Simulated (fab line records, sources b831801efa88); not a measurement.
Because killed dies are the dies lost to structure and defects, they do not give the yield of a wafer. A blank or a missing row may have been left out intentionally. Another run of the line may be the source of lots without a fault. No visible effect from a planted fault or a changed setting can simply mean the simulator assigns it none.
Which tool was responsible? ; flow sky130 ; Sampling: 11 lots, 33 wafers, 3 of 708 route steps

WHAT EACH GAUGE READ, for each wafer
SKY_LDD_HVN_TW_MEAS_10.
lot;measured;on;LDD_HVN_TW
L518;day 19 18:55;filmMetro-04;1413 1412 1413
L522;day 21 18:08;filmMetro-04;1402 1412 1418
L526;day 23 09:37;filmMetro-04;1261 1270 1265
L527;day 24 11:52;filmMetro-01;1269 1272 1274
L528;day 24 17:22;filmMetro-03;1412 1406 1415
L534;day 26 03:16;filmMetro-01;1420 1420 1415
L535;day 26 17:17;filmMetro-01;1414 1424 1417
L536;day 27 01:52;filmMetro-03;1418 1424 1422
L537;day 27 02:37;filmMetro-04;1423 1410 1415
L539;day 27 17:01;filmMetro-04;1409 1416 1411
L540;day 28 02:40;filmMetro-01;1418 1408 1413

TOOL THAT RAN EACH LOT (tool first, then ch and the chambers of the sampled wafers, then the start)
lot;SKY_POLY_GATE_ETCH_15;SKY_LDD_HVN_IMPLANT_08
L518;rieDiel-01 ch 0,1,3, day 15 23:11;implanter-02 ch 0, day 19 18:40
L522;rieDiel-04 ch 1,2,3, day 17 18:32;implanter-01 ch 0, day 21 17:56
L526;rieDiel-02 ch 0,2, day 19 07:56;implanter-01 ch 0, day 23 09:22
L527;rieDiel-02 ch 0,2,3, day 20 12:59;implanter-01 ch 0, day 24 11:37
L528;rieDiel-01 ch 0,2,3, day 20 20:26;implanter-04 ch 0, day 24 17:07
L534;rieDiel-02 ch 0,1,3, day 22 08:02;implanter-02 ch 0, day 26 03:01
L535;rieDiel-04 ch 0,3, day 23 01:59;implanter-01 ch 0, day 26 17:04
L536;rieDiel-04 ch 0,1,3, day 23 11:05;implanter-01 ch 0, day 27 01:37
L537;rieDiel-02 ch 0,2, day 23 11:44;implanter-01 ch 0, day 27 02:22
L539;rieDiel-01 ch 1,2,3, day 24 04:18;implanter-02 ch 0, day 27 16:47
L540;rieDiel-02 ch 2,3, day 24 13:11;implanter-02 ch 0, day 28 02:25
- SKY_POLY_GATE_ETCH_15: etches BARC in N2/H2, stops on SiO2, time 118.5 s, target depth 110 nm.
- SKY_LDD_HVN_IMPLANT_08

THE ANSWER, worked out from the rows above alone
Rule: usual is defined by the lots themselves. Put in order of their means at a reading, lots are off if they are a third of the lots or fewer, leave a main group of 4 or more, and stand apart from it by a gap of 3 or more times the standard deviation of the main group's means; of several such gaps the widest counts. A main group whose means are all the same, to the digits that the tables above print for the reading, isn't used. A lot without any number at a reading at which 4 lots or more have one is off too. The other lots that the step has rows for count as sound.
Off: L526, L527, at SKY_LDD_HVN_TW_MEAS_10 (LDD_HVN_TW). The main group has a mean of 1415 with a standard deviation of 3.6.
A tool fits if, at a process step before that reading, it ran every lot that is off, and no sound lot after the first of them. Gauges at SKY_LDD_HVN_TW_MEAS_10: tried the same way as those tools. None of those tried fits.

WHAT WAS PUT IN BY THE SIMULATOR
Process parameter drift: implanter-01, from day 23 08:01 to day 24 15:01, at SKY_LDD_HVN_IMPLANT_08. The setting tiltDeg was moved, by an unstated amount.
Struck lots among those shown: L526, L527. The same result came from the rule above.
